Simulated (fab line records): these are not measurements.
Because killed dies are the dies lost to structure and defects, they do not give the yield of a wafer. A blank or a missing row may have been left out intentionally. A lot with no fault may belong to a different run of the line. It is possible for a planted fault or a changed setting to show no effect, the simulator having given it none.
A lot that was struck, set against a sound lot | flow gf180mcu | 16 steps out of a route of 602
Sound: wafers L209.2, L209.3, L209.4. The struck wafers were L211.1, L211.4, L211.6. At the end, the cause is stated.
Each step with rows lists, per side, the tool, then ch with its chambers, then its first start. Under that, the readings that differ: sound wafers | struck wafers | difference of the means | sigmas: that difference in standard deviations of wafers without a fault.
alike: readings whose means differ by less than 2 such deviations, and words and numbers that are the same on both sides. not compared: withheld readings, readings that some wafer has no value for, bounds like >300 that may hide the same value, and numbers for which the record gives no deviation and whose values overlap.
A row with sigmas, a row that says differs or no value, or rows on one side alone: a step with any of these is where the two part. Numbers that don't overlap but have no deviation are shown without sigmas and don't part them. A reading that every wafer of one side lacks parts them only if that side has two wafers or more.

GF_M2_SPUTTER_04: material TiN, target thk 50 nm, time 41.7 s.
  struck on pvdSputter-04, day 21 16:04; sound on pvdSputter-04, day 20 18:34
  alike: throttleValvePct
GF_M2_RS_MEAS_05: the measuring method here is four-point-probe.
  struck on filmMetro-03, day 21 16:06; sound on filmMetro-03, day 20 18:37
  alike: M2_ALCU_RS
GF_M2_THK_MEAS_06: measures by xrf.
  struck on filmMetro-03, day 21 16:13; sound on filmMetro-03, day 20 18:44
  alike: M2_ALCU_THK
then, 7 steps without rows for these wafers: GF_M2_DEHYDRATE_07 (time 60 s); GF_M2_HMDS_08 (prime time 60 s); GF_M2_COAT_09 (resist thk 1000 nm); GF_M2_SOFTBAKE_10 (time 60 s); GF_M2_EXPOSE_11 (exposes mask Metal2, target cd 280 nm); GF_M2_PEB_12 (peb time 90 s); GF_M2_DEVELOP_13 (develop time 60 s).
GF_M2_CD_MEAS_14 targets a cd of 280 nm.
  struck on cdSem-02, day 22 15:18; sound on cdSem-02, day 21 18:19
reading   | sound             | struck            | difference | sigmas
cdNm (nm) | 282.1 282.3 282.6 | 278.8 278.8 279.2 | -3.4       | -2
GF_M2_OVL_MEAS_15:
  struck on overlay-02, day 22 15:25; sound on overlay-02, day 21 18:25
reading     | sound    | struck  | difference | sigmas
M2_OVL (nm) | -9 -6 -6 | 12 6 11 | +17        | +2
GF_M2_METAL_ETCH_16: etches the open film in Cl2/BCl3, stops on SiO2, target depth 750.8 nm, time 125.1 s.
  sound on rieMetal-04 ch 0,1, day 21 18:26; struck on rieMetal-04 ch 1, day 22 15:27
reading                            | sound             | struck            | difference | sigmas
rfFwdPowerW (W)                    | 795.0 795.0 797.0 | 927.5 930.7 924.4 | +131.9     | +57
model.KrF_of_M2_COAT_09.thkNm (nm) | 683.8 687.1 682.3 | 644.6 648.1 649.4 | -37.0      | 
  alike: drypumpMotorCurrentA, heBacksideLeakSccm, oesProductAu, throttleValvePct
  not compared: rfHoursCounterH
GF_M2_STRIP_17: strips in O2/N2.
  sound on plasmaAsher-02 ch 0,1, day 21 18:34; struck on plasmaAsher-04 ch 0,1, day 22 15:43
reading                  | sound             | struck            | difference | sigmas
heaterPowerW (W)         | 301 374 302       | 385 392 372       | +57        | +2
oesProductAu (a.u.)      | 0.531 0.536 0.531 | 0.527 0.514 0.521 | -0.012     | -3
stripTimeToEndpointS (s) | 7.40 7.40 7.36    | 7.00 7.03 7.05    | -0.36      | -8
  alike: drypumpMotorCurrentA
  not compared: rfHoursCounterH
then, 1 step without rows for these wafers: GF_M2_STRIP_18 (strips in post etch residue remover, time 1200 s).
GF_PASSIVATION_PROBE_99:
  sound wafers here have rows in the record (prober-02, day 31 00:02); struck ones have none

WHERE THEY PART
Earliest at GF_M2_CD_MEAS_14; latest, in this record, at GF_PASSIVATION_PROBE_99.

WHY: the cause the simulator had injected
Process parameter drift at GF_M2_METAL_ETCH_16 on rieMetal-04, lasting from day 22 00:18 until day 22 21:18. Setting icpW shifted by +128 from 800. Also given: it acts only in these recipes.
